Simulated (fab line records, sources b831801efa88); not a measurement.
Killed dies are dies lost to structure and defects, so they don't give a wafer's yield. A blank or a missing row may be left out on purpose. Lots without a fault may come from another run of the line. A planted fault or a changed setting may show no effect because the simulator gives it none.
fab line records | flow gf180mcu | part 1 of 2: steps 1 to 30 of 44
record lots=5 wafers=15 last_day=34
route steps=602 shown PSD@260 NSD@262 SAB@264 SALICIDE@278 CONTACT@287
lots that met no fault: from a run of the same line without faults
start_h: hours from the record's first day to the start of the lot's first wafer shown | wait_h: hours since the lot's step before | " the same as in the row above | L1.1+2: a row that stands for several wafers | - no value, or no start given | * or withheld: withheld | < > ~ a bound
route shown NAME@n: a module of which the file shows steps, and the number in the route of the first | usual: mean/standard deviation of fault-free wafers | same: alike in all rows | chamber/n: place in a boat | sites: the reading at each site | _std_site: their standard deviation | _edge_site: outer sites' mean less inner sites' | radius_mm: how far each site lies from the wafer's centre | mask NAME#n: copy n | behind: the tool/chamber that last shaped the wafer | hold: why the lot was held/for how many hours/how that ended | device: the transistor (n, p or np) that didn't switch | end of line: the same wafers' tests at the end of the route | a step without rows: its recipe alone | killed: dies lost to structure and defects at the first sort, not the wafer's yield | map: a wafer's dies, x killed, . not, _ none there
set.NAME: the setting as run; set.NAME@STEP: as run at that earlier step | model.NAME: the simulator's own value behind a step, which no gauge read
lots at some steps of the route; a table a step, a row a wafer
services: from which hour (start_h, from the record's first day; less than 0 if before it) a tool's chamber was out of use, for how many hours, and why
## steps
# step GF_PSD_CLEAN_12
# recipe chemistry=SC1/SC2 mix=1:4:20 temp_c=70 time_s=150 dry=n2_spin
# columns lot.wafer tool chamber start_h wait_h
L076.2+4+6 wet_bench-03 3 328.53 0.0
L079.1+2+6 wet_bench-01 2 356.28 0.1
L082.1+5+6 wet_bench-03 2 382.93 0.1
L093.2+3+5 wet_bench-03 1 494.93 0.0
L095.2+5+6 wet_bench-01 2 500.95 0.0
# step GF_PSD_RTA_13
# recipe temp_c=1025 time_s=20 ambient=N2
# usual lamp_power_pct=36.82/0.28 wafer_temp_C_max=1028.9/0.79
# columns lot.wafer tool chamber start_h wait_h lamp_power_pct wafer_temp_C_max
L076.2 rtp_anneal-01 0 328.59 0.0 36.70 1029.1
L076.4 " 0 " " 36.65 1027.4
L076.6 " 0 " " 36.68 1027.9
L079.1 rtp_anneal-01 0 356.34 0.0 36.67 1027.7
L079.2 " 0 " " 36.66 1028.7
L079.6 " 0 " " 36.66 1027.5
L082.1 rtp_anneal-02 0 382.98 0.0 37.26 1028.5
L082.5 " 0 " " 37.31 1029.9
L082.6 " 0 " " 37.26 1029.3
L093.2 rtp_anneal-01 0 495.04 0.0 36.68 1027.8
L093.3 " 0 " " 36.64 1029.2
L093.5 " 0 " " 36.63 1027.0
L095.2 rtp_anneal-01 0 501.02 0.0 36.70 1029.0
L095.5 " 0 " " 36.63 1028.7
L095.6 " 0 " " 36.67 1029.3
# step GF_PSD_RS_MEAS_14
# recipe thk_meas_gauge=four-point-probe
# usual NSD_RS=46.55/0.087
# columns lot.wafer tool chamber start_h wait_h NSD_RS[ohm/sq]
L076.2 film_metro-02 - 328.68 0.1 46.65
L076.4 " - " " 46.60
L076.6 " - " " 46.70
L079.1 film_metro-03 - 356.43 0.1 46.62
L079.2 " - " " 46.65
L079.6 " - " " 46.52
L082.1 film_metro-03 - 383.07 0.1 46.43
L082.5 " - " " 46.53
L082.6 " - " " 46.56
L093.2 film_metro-01 - 495.13 0.1 46.60
L093.3 " - " " 46.59
L093.5 " - " " 46.66
L095.2 film_metro-03 - 501.11 0.1 46.50
L095.5 " - " " 46.48
L095.6 " - " " 46.58
# step GF_PSD_RS_MEAS_15
# recipe thk_meas_gauge=four-point-probe
# usual PSD_RS=108.1/0.32
# columns lot.wafer tool chamber start_h wait_h PSD_RS[ohm/sq]
L076.2 film_metro-02 - 328.80 0.1 108.3
L076.4 " - " " 108.2
L076.6 " - " " 108.5
L079.1 film_metro-03 - 356.55 0.1 108.2
L079.2 " - " " 108.1
L079.6 " - " " 108.6
L082.1 film_metro-03 - 383.19 0.1 107.7
L082.5 " - " " 107.7
L082.6 " - " " 108.2
L093.2 film_metro-01 - 495.25 0.1 108.0
L093.3 " - " " 108.3
L093.5 " - " " 108.3
L095.2 film_metro-03 - 501.23 0.1 107.7
L095.5 " - " " 107.9
L095.6 " - " " 108.3
# step GF_SAB_CVD_00
# recipe material=SiO2 target_thk_nm=50 precursor=TEOS temp_c=400 time_s=4.9302 rf_w=600
# usual heater_power_w=720/110
# columns lot.wafer tool chamber start_h wait_h heater_power_w
L076.2 pecvd-01 1 328.90 0.1 736
L076.4 " 0 " " 890
L076.6 " 2 " " 608
L079.1 pecvd-01 1 356.67 0.1 669
L079.2 " 0 " " 780
L079.6 " 2 " " 707
L082.1 pecvd-03 0 383.31 0.1 686
L082.5 " 0 " " 684
L082.6 " 1 " " 896
L093.2 pecvd-01 0 495.35 0.1 835
L093.3 " 1 " " 726
L093.5 " 0 " " 845
L095.2 pecvd-03 1 501.33 0.1 747
L095.5 " 2 " " 706
L095.6 " 1 " " 761
# step GF_SAB_THK_MEAS_01
# recipe reads=SiO2_of_SAB_CVD_00
# usual SAB_CVD_00_THK=49.9/0.72
# columns lot.wafer tool chamber start_h wait_h SAB_CVD_00_THK[nm]
L076.2 film_metro-03 - 328.93 0.0 50.3
L076.4 " - " " 50.3
L076.6 " - " " 50.5
L079.1 film_metro-02 - 356.69 0.0 49.1
L079.2 " - " " 49.6
L079.6 " - " " 49.7
L082.1 film_metro-04 - 383.33 0.0 49.2
L082.5 " - " " 49.2
L082.6 " - " " 50.4
L093.2 film_metro-02 - 495.38 0.0 49.2
L093.3 " - " " 49.0
L093.5 " - " " 49.6
L095.2 film_metro-04 - 501.36 0.0 49.5
L095.5 " - " " 49.9
L095.6 " - " " 49.8
# step GF_SAB_DEHYDRATE_02
# recipe temp_c=200 time_s=60
# columns lot.wafer tool chamber start_h wait_h
L076.2+4+6 litho_track-02 0 338.74 9.8
L079.1+2+6 litho_track-01 0 367.87 11.2
L082.1+5+6 litho_track-02 0 394.52 11.2
L093.2+3+5 litho_track-04 0 505.99 10.6
L095.2+5+6 litho_track-02 0 512.34 11.0
# step GF_SAB_HMDS_03
# recipe prime_time_s=60 prime_temp_c=120
# columns lot.wafer tool chamber start_h wait_h
L076.2+4+6 litho_track-02 0 338.89 0.1
L079.1+2+6 litho_track-01 0 368.02 0.1
L082.1+5+6 litho_track-02 0 394.67 0.1
L093.2+3+5 litho_track-04 0 506.14 0.1
L095.2+5+6 litho_track-02 0 512.49 0.1
# step GF_SAB_COAT_04
# recipe resist=NOVOLAK spin_rpm=3000 resist_thk_nm=1000
# columns lot.wafer tool chamber start_h wait_h
L076.2+4+6 litho_track-02 0 339.04 0.1
L079.1+2+6 litho_track-01 0 368.17 0.1
L082.1+5+6 litho_track-02 0 394.82 0.1
L093.2+3+5 litho_track-04 0 506.29 0.1
L095.2+5+6 litho_track-02 0 512.64 0.1
# step GF_SAB_SOFTBAKE_05
# recipe temp_c=90 time_s=60 resist=NOVOLAK
# columns lot.wafer tool chamber start_h wait_h
L076.2+4+6 litho_track-02 0 339.19 0.1
L079.1+2+6 litho_track-01 0 368.32 0.1
L082.1+5+6 litho_track-02 0 394.97 0.1
L093.2+3+5 litho_track-04 0 506.44 0.1
L095.2+5+6 litho_track-02 0 512.79 0.1
# step GF_SAB_EXPOSE_06
# recipe mask_id=SAB target_cd_nm=420 na=0.6 source_shape=conventional sigma_outer=0.6 dose_mj=140
# same na=0.6
# columns lot.wafer tool chamber start_h wait_h mask
L076.2+4+6 iline_stepper-02 0 - - SAB#0
L079.1+2+6 iline_stepper-01 0 - - SAB#0
L082.1+5+6 iline_stepper-02 0 - - SAB#0
L093.2+3+5 iline_stepper-01 0 - - SAB#0
L095.2+5+6 iline_stepper-01 0 - - SAB#0
# step GF_SAB_PEB_07
# recipe temp_c=withheld time_s=* resist=NOVOLAK
# columns lot.wafer tool chamber start_h wait_h
L076.2+4+6 litho_track-02 0 - -
L079.1+2+6 litho_track-01 0 - -
L082.1+5+6 litho_track-02 0 - -
L093.2+3+5 litho_track-01 0 - -
L095.2+5+6 litho_track-04 0 - -
# step GF_SAB_DEVELOP_08
# recipe develop_time_s=60 dev_temp_c=23
# columns lot.wafer tool chamber start_h wait_h
L076.2+4+6 litho_track-02 0 349.84 0.1
L079.1+2+6 litho_track-01 0 378.97 0.1
L082.1+5+6 litho_track-02 0 405.42 0.1
L093.2+3+5 litho_track-01 0 518.09 0.1
L095.2+5+6 litho_track-04 0 524.19 0.1
# step GF_SAB_CD_MEAS_09
# recipe target_cd_nm=420
# usual cd_nm=420.3/2
# columns lot.wafer tool chamber start_h wait_h cd_nm
L076.2 cd_sem-01 - 349.99 0.1 421.1
L076.4 " - " " 422.4
L076.6 " - " " 419.8
L079.1 cd_sem-02 - 379.12 0.1 420.7
L079.2 " - " " 420.3
L079.6 " - " " 421.4
L082.1 cd_sem-01 - 405.57 0.1 417.4
L082.5 " - " " 417.2
L082.6 " - " " 418.8
L093.2 cd_sem-02 - 518.24 0.1 421.0
L093.3 " - " " 421.8
L093.5 " - " " 422.2
L095.2 cd_sem-02 - 524.33 0.1 419.6
L095.5 " - " " 419.6
L095.6 " - " " 418.4
# step GF_SAB_OVL_MEAS_10
# usual SAB_OVL=1.1/1.4
# columns lot.wafer tool chamber start_h wait_h SAB_OVL[nm]
L076.2 overlay-01 - 350.09 0.1 0.7
L076.4 " - " " 1.4
L076.6 " - " " 2.2
L079.1 overlay-02 - 379.24 0.1 0.4
L079.2 " - " " 0.6
L079.6 " - " " 1.9
L082.1 overlay-01 - 405.69 0.1 1.9
L082.5 " - " " -0.2
L082.6 " - " " 3.9
L093.2 overlay-02 - 518.34 0.1 0.7
L093.3 " - " " -0.2
L093.5 " - " " -1.2
L095.2 overlay-02 - 524.44 0.1 0.9
L095.5 " - " " 0.6
L095.6 " - " " -1.6
# step GF_SAB_ETCH_11
# recipe chemistry=C4F8/O2/Ar mask_material=NOVOLAK target=SiO2 target_depth_nm=55 source_w=1500 bias_w=1200 pressure_mtorr=40 c4f8_flow_sccm=withheld O2_flow_sccm=6 Ar_flow_sccm=300 time_s=8.5
# usual oes_product_au=0.995/0.012
# columns lot.wafer tool chamber start_h wait_h oes_product_au rf_hours_counter_h
L076.2 rie_diel-02 1 350.12 0.0 0.990 55
L076.4 " 1 " " 0.994 -
L076.6 " 1 " " 0.997 -
L079.1 rie_diel-04 0 379.28 0.0 0.984 29
L079.2 " 2 " " 0.993 8
L079.6 " 3 " " 0.983 -
L082.1 rie_diel-01 3 405.72 0.0 1.004 3
L082.5 " 0 " " 1.003 -
L082.6 " 3 " " 1.002 -
L093.2 rie_diel-01 1 518.37 0.0 0.977 29
L093.3 " 2 " " 0.990 16
L093.5 " 2 " " 0.991 -
L095.2 rie_diel-02 2 524.47 0.0 0.992 52
L095.5 " 0 " " 1.017 -
L095.6 " 3 " " 0.997 -
# step GF_SAB_WET_ETCH_12
# recipe chemistry=dHF target_depth_nm=22 dry=n2_spin target=SiO2 temp_c=25 dilution=100:1 time_s=440
# columns lot.wafer tool chamber start_h wait_h
L076.2+4+6 wet_bench-01 2 350.16 0.0
L079.1+2+6 wet_bench-03 0 379.30 0.0
L082.1+5+6 wet_bench-02 0 405.74 0.0
L093.2+3+5 wet_bench-01 1 518.40 0.0
L095.2+5+6 wet_bench-03 0 524.49 0.0
# step GF_SAB_STRIP_13
# recipe chemistry=O2/N2 power_w=1400 pressure_mtorr=1500 platen_temp_c=250 o2_flow_sccm=3000 n2_flow_sccm=300 overash_fraction=0.5
# usual drypump_motor_current_A=5.9/0.48 heater_power_w=348/23 oes_product_au=0.710/0.0049 strip_time_to_endpoint_s=12.63/0.036
# columns lot.wafer tool chamber start_h wait_h drypump_motor_current_A heater_power_w oes_product_au rf_hours_counter_h strip_time_to_endpoint_s
L076.2 plasma_asher-01 1 350.29 0.0 6.2 342 0.716 58 12.59
L076.4 " 0 " " 6.6 351 0.704 - 12.58
L076.6 " 0 " " 6.6 355 0.718 - 12.60
L079.1 plasma_asher-02 1 379.43 0.0 5.9 401 0.711 75 12.60
L079.2 " 0 " " 5.0 342 0.718 75 12.59
L079.6 " 1 " " 5.9 395 0.715 - 12.60
L082.1 plasma_asher-02 1 405.87 0.0 5.9 400 0.708 78 12.70
L082.5 " 0 " " 5.0 342 0.710 - 12.66
L082.6 " 1 " " 5.9 395 0.716 - 12.67
L093.2 plasma_asher-02 1 518.55 0.0 5.9 387 0.703 9 12.65
L093.3 " 0 " " 5.0 345 0.713 - 12.68
L093.5 " 0 " " 5.1 347 0.707 - 12.64
L095.2 plasma_asher-02 0 524.62 0.0 5.0 339 0.705 9 12.64
L095.5 " 0 " " 5.1 341 0.706 - 12.63
L095.6 " 1 " " 5.9 405 0.717 - 12.62
# step GF_SALICIDE_CLEAN_00
# recipe chemistry=SC1/SC2 mix=1:4:20 temp_c=70 time_s=150
# columns lot.wafer tool chamber start_h wait_h
L076.2+4+6 wet_bench-04 1 350.39 0.1
L079.1+2+6 wet_bench-04 0 379.53 0.1
L082.1+5+6 wet_bench-04 0 405.97 0.1
L093.2+3+5 wet_bench-02 2 518.65 0.1
L095.2+5+6 wet_bench-04 0 524.72 0.1
# step GF_SALICIDE_WET_ETCH_01
# recipe chemistry=dHF target_depth_nm=5 dry=ipa_marangoni target=SiO2 temp_c=25 dilution=100:1 time_s=100
# columns lot.wafer tool chamber start_h wait_h
L076.2+4+6 wet_bench-01 2 350.44 0.0
L079.1+2+6 wet_bench-01 2 379.58 0.0
L082.1+5+6 wet_bench-01 2 406.03 0.0
L093.2+3+5 wet_bench-04 3 518.70 0.0
L095.2+5+6 wet_bench-02 2 524.77 0.0
# step GF_SALICIDE_SPUTTER_02
# recipe material=Co target_thk_nm=10 power_w=1000 time_s=20 chamber_pressure_pa=0.4
# usual throttle_valve_pct=30.0/1.3
# columns lot.wafer tool chamber start_h wait_h throttle_valve_pct
L076.2 pvd_sputter-02 - 350.47 0.0 29.9
L076.4 " - " " 30.8
L076.6 " - " " 30.7
L079.1 pvd_sputter-02 - 379.61 0.0 30.8
L079.2 " - " " 29.7
L079.6 " - " " 30.2
L082.1 pvd_sputter-02 - 406.07 0.0 30.5
L082.5 " - " " 30.9
L082.6 " - " " 30.5
L093.2 pvd_sputter-02 - 518.74 0.0 29.9
L093.3 " - " " 30.9
L093.5 " - " " 30.8
L095.2 pvd_sputter-04 - 524.81 0.0 30.3
L095.5 " - " " 30.2
L095.6 " - " " 30.4
# step GF_SALICIDE_SPUTTER_03
# recipe material=TiN target_thk_nm=20 power_w=6719 time_s=16.7 chamber_pressure_pa=0.4
# usual throttle_valve_pct=30.0/1.3
# columns lot.wafer tool chamber start_h wait_h throttle_valve_pct
L076.2 pvd_sputter-02 - 350.50 0.0 29.8
L076.4 " - " " 30.9
L076.6 " - " " 30.7
L079.1 pvd_sputter-02 - 379.64 0.0 30.9
L079.2 " - " " 29.9
L079.6 " - " " 30.7
L082.1 pvd_sputter-02 - 406.10 0.0 30.7
L082.5 " - " " 30.8
L082.6 " - " " 30.6
L093.2 pvd_sputter-02 - 518.77 0.0 29.8
L093.3 " - " " 30.8
L093.5 " - " " 30.9
L095.2 pvd_sputter-04 - 524.84 0.0 30.7
L095.5 " - " " 30.2
L095.6 " - " " 30.6
# step GF_SALICIDE_RS_MEAS_04
# recipe thk_meas_gauge=four-point-probe reads=TiN_of_SALICIDE_SPUTTER_03+Co_of_SALICIDE_SPUTTER_02
# usual SALICIDE_TIN_RS=16.18/0.28
# columns lot.wafer tool chamber start_h wait_h SALICIDE_TIN_RS[ohm/sq]
L076.2 film_metro-02 - 350.55 0.0 15.95
L076.4 " - " " 16.37
L076.6 " - " " 16.23
L079.1 film_metro-04 - 379.67 0.0 16.59
L079.2 " - " " 16.25
L079.6 " - " " 16.47
L082.1 film_metro-02 - 406.12 0.0 15.93
L082.5 " - " " 15.93
L082.6 " - " " 16.22
L093.2 film_metro-02 - 518.81 0.0 16.10
L093.3 " - " " 16.42
L093.5 " - " " 16.43
L095.2 film_metro-02 - 524.89 0.0 16.46
L095.5 " - " " 16.35
L095.6 " - " " 16.71
# step GF_SALICIDE_THK_MEAS_05
# recipe thk_meas_gauge=xrf reads=TiN_of_SALICIDE_SPUTTER_03
# usual SALICIDE_TIN_THK=20.49/0.3
# columns lot.wafer tool chamber start_h wait_h SALICIDE_TIN_THK[nm]
L076.2 film_metro-02 - 350.66 0.1 20.24
L076.4 " - " " 19.96
L076.6 " - " " 20.32
L079.1 film_metro-04 - 379.79 0.1 20.76
L079.2 " - " " 20.58
L079.6 " - " " 20.75
L082.1 film_metro-02 - 406.24 0.1 20.57
L082.5 " - " " 20.56
L082.6 " - " " 20.44
L093.2 film_metro-02 - 518.92 0.1 20.14
L093.3 " - " " 19.80
L093.5 " - " " 20.32
L095.2 film_metro-02 - 525.00 0.1 20.08
L095.5 " - " " 20.19
L095.6 " - " " 19.98
# step GF_SALICIDE_RTA_06
# recipe temp_c=530 time_s=30 ambient=N2
# usual lamp_power_pct=6.72/0.058 wafer_temp_C_max=532.0/0.43
# columns lot.wafer tool chamber start_h wait_h lamp_power_pct wafer_temp_C_max
L076.2 rtp_anneal-01 0 350.72 0.1 6.66 531.4
L076.4 " 0 " " 6.65 532.4
L076.6 " 0 " " 6.66 532.2
L079.1 rtp_anneal-02 0 379.85 0.1 6.77 532.7
L079.2 " 0 " " 6.76 531.8
L079.6 " 0 " " 6.76 532.9
L082.1 rtp_anneal-02 0 406.30 0.1 6.76 532.2
L082.5 " 0 " " 6.77 532.0
L082.6 " 0 " " 6.77 532.3
L093.2 rtp_anneal-01 0 518.99 0.1 6.65 532.4
L093.3 " 0 " " 6.65 533.2
L093.5 " 0 " " 6.66 532.3
L095.2 rtp_anneal-01 0 525.06 0.1 6.66 532.4
L095.5 " 0 " " 6.66 532.2
L095.6 " 0 " " 6.65 531.8
# step GF_SALICIDE_WET_ETCH_07
# recipe chemistry=SPM target_depth_nm=120 dry=n2_spin
# columns lot.wafer tool chamber start_h wait_h
L076.2+4+6 wet_bench-02 2 350.81 0.1
L079.1+2+6 wet_bench-02 3 379.95 0.1
L082.1+5+6 wet_bench-02 3 406.40 0.1
L093.2+3+5 wet_bench-02 1 519.07 0.1
L095.2+5+6 wet_bench-01 3 525.15 0.1
# step GF_SALICIDE_RTA_08
# recipe temp_c=800 time_s=30 ambient=N2
# usual lamp_power_pct=18.64/0.17 wafer_temp_C_max=803.1/0.67
# columns lot.wafer tool chamber start_h wait_h lamp_power_pct wafer_temp_C_max
L076.2 rtp_anneal-02 0 350.92 0.0 18.83 803.0
L076.4 " 0 " " 18.81 802.5
L076.6 " 0 " " 18.79 802.8
L079.1 rtp_anneal-01 0 380.04 0.0 18.47 802.7
L079.2 " 0 " " 18.47 803.0
L079.6 " 0 " " 18.48 803.3
L082.1 rtp_anneal-01 0 406.49 0.0 18.47 802.6
L082.5 " 0 " " 18.48 803.6
L082.6 " 0 " " 18.47 802.7
L093.2 rtp_anneal-02 0 519.18 0.0 18.83 803.5
L093.3 " 0 " " 18.79 804.2
L093.5 " 0 " " 18.82 803.5
L095.2 rtp_anneal-02 0 525.26 0.0 18.82 804.3
L095.5 " 0 " " 18.83 801.9
L095.6 " 0 " " 18.82 804.0
# step GF_CONTACT_CVD_00
# recipe material=SiO2 target_thk_nm=300 sigma_open_frac=0.3 temp_c=400 time_s=50 sih4_flow_sccm=60 pressure_mtorr=6
# usual pressure_mtorr=5.999/0.01
# columns lot.wafer tool chamber start_h wait_h pressure_mtorr
L076.2 hdpcvd-01 1 351.01 0.1 6.000
L076.4 " 0 " " 6.011
L076.6 " 1 " " 5.997
L079.1 hdpcvd-01 2 380.14 0.1 6.013
L079.2 " 1 " " 6.017
L079.6 " 0 " " 5.985
L082.1 hdpcvd-02 2 406.59 0.1 5.998
L082.5 " 0 " " 6.011
L082.6 " 2 " " 5.981
L093.2 hdpcvd-02 1 519.26 0.1 6.013
L093.3 " 2 " " 5.991
L093.5 " 2 " " 5.991
L095.2 hdpcvd-02 2 525.34 0.1 5.990
L095.5 " 0 " " 6.009
L095.6 " 1 " " 6.008
# step GF_CONTACT_THK_MEAS_01
# recipe reads=SiO2_of_CONTACT_CVD_00
# usual CONTACT_CVD_00_THK=300/3.2
# columns lot.wafer tool chamber start_h wait_h CONTACT_CVD_00_THK[nm]
L076.2 film_metro-04 - 351.06 0.0 297
L076.4 " - " " 298
L076.6 " - " " 298
L079.1 film_metro-03 - 380.18 0.0 302
L079.2 " - " " 303
L079.6 " - " " 304
L082.1 film_metro-04 - 406.64 0.0 297
L082.5 " - " " 301
L082.6 " - " " 293
L093.2 film_metro-03 - 519.32 0.0 303
L093.3 " - " " 298
L093.5 " - " " 300
L095.2 film_metro-03 - 525.39 0.0 300
L095.5 " - " " 302
L095.6 " - " " 303
# step GF_CONTACT_CVD_02
# recipe material=SiO2 target_thk_nm=860 precursor=TEOS temp_c=400 time_s=95.992 rf_w=600
# usual heater_power_w=710/100
# columns lot.wafer tool chamber start_h wait_h heater_power_w
L076.2 pecvd-01 1 351.11 0.0 706
L076.4 " 1 " " 744
L076.6 " 0 " " 907
L079.1 pecvd-01 1 380.24 0.1 710
L079.2 " 0 " " 916
L079.6 " 1 " " 746
L082.1 pecvd-02 1 406.70 0.1 596
L082.5 " 0 " " 772
L082.6 " 2 " " 652
L093.2 pecvd-02 2 519.37 0.0 767
L093.3 " 0 " " 783
L093.5 " 0 " " 818
L095.2 pecvd-02 0 525.44 0.0 769
L095.5 " 1 " " 536
L095.6 " 0 " " 801
